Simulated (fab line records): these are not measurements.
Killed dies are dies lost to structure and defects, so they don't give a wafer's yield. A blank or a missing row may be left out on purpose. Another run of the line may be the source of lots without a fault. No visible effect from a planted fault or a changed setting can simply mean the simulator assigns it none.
Comparing a struck lot with a sound one || flow sky130 || 16 steps out of a route of 708
Sound: these wafers, L293.3, L293.5, L293.6. The struck wafers were L301.3, L301.5, L301.6. The cause is given at the end.
Per side, at each step with rows, come the tool, then ch with its chambers, and then its first start. Under that, the readings that differ: sound wafers || struck wafers || difference of the means || sigmas: that difference in standard deviations of wafers without a fault.
alike: words and numbers the same on both sides, and readings whose means are apart by under 2 such deviations; not compared: readings that were withheld, readings missing a value for some wafer, numbers with overlapping values and no deviation given by the record, and bounds like >300 which may hide the same value.
Wherever a step has rows on one side only, a row that says differs or no value, or a row with sigmas, the two part there. Numbers that don't overlap but have no deviation are shown without sigmas and don't part them. A reading missing from all wafers of one side parts the sides only when that side holds two or more wafers.

first, 7 steps without rows for these wafers: SKY_GATE_OXIDE_DEHYDRATE_03 (time 60 s); SKY_GATE_OXIDE_HMDS_04 (prime time 60 s); SKY_GATE_OXIDE_COAT_05 (resist thk 1140 nm); SKY_GATE_OXIDE_SOFTBAKE_06 (time 60 s); SKY_GATE_OXIDE_EXPOSE_07 (exposes mask LVOM, target cd 600 nm); SKY_GATE_OXIDE_PEB_08; SKY_GATE_OXIDE_DEVELOP_09 (develop time 60 s).
SKY_GATE_OXIDE_OVL_MEAS_10:
  sound on overlay-01, day 17 07:23; struck on overlay-01, day 19 02:52
  alike: GATE_OXIDE_OVL
then, 2 steps without rows for these wafers: SKY_GATE_OXIDE_IMPLANT_11; SKY_GATE_OXIDE_WET_ETCH_12 (etches SiO2 in dHF, target depth 16.8 nm, time 336 s).
SKY_GATE_OXIDE_STRIP_13: strips in O2/N2.
  sound on plasma-asher-02 ch 0,1, day 17 07:41; struck on plasma-asher-04 ch 0,1, day 19 03:10
  alike: drypump-motor-current-A, oes-product-au, strip-time-to-endpoint-s
  not compared: rf-hours-counter-h
SKY_GATE_OXIDE_TW_MEAS_14:
  sound on film-metro-04, day 17 07:46; struck on film-metro-01, day 19 03:16
  alike: GATE_OXIDE_TW
SKY_GATE_OXIDE_CLEAN_15: cleans in SC1/SC2, time 150 s.
  sound on wet-bench-01 ch 1, day 17 07:49; struck on wet-bench-02 ch 3, day 19 03:18
  no value came back on the struck wafers for bath-guard-temp-C (C), bath-heat-duty-pct (%), time-s (s); on the sound wafers bath-guard-temp-C (C) reads 70.4 70.7 70.7
{"reading": "model.SiO2_of_SONOS_ONO_CVD_04.thk-nm (nm)", "sound": "4.336 4.38 4.33", "struck": "5.06 4.983 5.039", "difference": "+0.68", "sigmas": ""}
  not compared: model.SiO2_of_GATE_OXIDE_OXIDATION_01.thk-nm
SKY_GATE_OXIDE_OXIDATION_16: stabilise 600 s, purge 300 s, target thk 3.57 nm.
  sound on furnace-02 ch 0, day 17 08:42; struck on furnace-02 ch 0, day 19 03:21
  alike: ramp-down-c-per-min
  not compared: model.SiO2_of_GATE_OXIDE_OXIDATION_01.thk-nm
then, 1 step without rows for these wafers: SKY_POLY_GATE_CVD_00 (deposits poly-Si, target thk 180 nm, time 720 s).
-- the record jumps here: 30 days lie between the struck wafers' starts before and after (it left off in module POLY_GATE and takes up again in module PAD_OPEN, whose first step shown is number 708 of the route) --
SKY_PAD_OPEN_PROBE_99:
  sound on prober-01, day 49 03:43; struck on prober-01, day 49 08:13
{"reading": "model.etest.sonos-erased.drive-ua-um", "sound": "197.2 177.8 173.9", "struck": "119.7 148.1 152.8", "difference": -42.8, "sigmas": ""}
{"reading": "model.etest.nfet-g5v0d10v5.drive-ua-um", "sound": "599.2 598.2 608.6", "struck": "596.1 585.5 589.3", "difference": -11.7, "sigmas": ""}
{"reading": "model.etest.nfet_16v.drive-ua-um", "sound": "220.8 221.1 221.9", "struck": "218 210.4 215.7", "difference": -7, "sigmas": ""}
{"reading": "model.etest.cap-thin-oxide.gate-log10-a-cm2", "sound": "-7.56 -7.432 -7.222", "struck": "-5.56 -5.821 -5.643", "difference": "+1.73", "sigmas": ""}
{"reading": "model.etest.cap-thin-oxide.gate-bv-v (V)", "sound": "7.191 7.13 7.099", "struck": "5.773 5.879 5.91", "difference": -1.286, "sigmas": ""}
{"reading": "model.etest.sonos-programmed.off-log10-a-um", "sound": "-13.99 -13.87 -13.79", "struck": "-12.57 -13.13 -12.83", "difference": "+1.04", "sigmas": ""}
{"reading": "model.etest.cap-ono.gate-log10-a-cm2", "sound": "-8.003 -8.14 -8.082", "struck": "-9.074 -9.019 -8.975", "difference": -0.948, "sigmas": ""}
  alike: killed_at_M0_to_M3, killed_at_M4_up, killed-at-contacts, killed-at-front-end, killed-at-other, killed-dies, killed-open, killed-short
  not compared: model.etest.sonos-uncharged.r-on-ohm-um

## WHERE THEY PART
Only at SKY_GATE_OXIDE_CLEAN_15, within this record. Later steps at which nothing parts them and some readings are alike: SKY_GATE_OXIDE_OXIDATION_16, SKY_PAD_OPEN_PROBE_99.

WHY: what the simulator had put in
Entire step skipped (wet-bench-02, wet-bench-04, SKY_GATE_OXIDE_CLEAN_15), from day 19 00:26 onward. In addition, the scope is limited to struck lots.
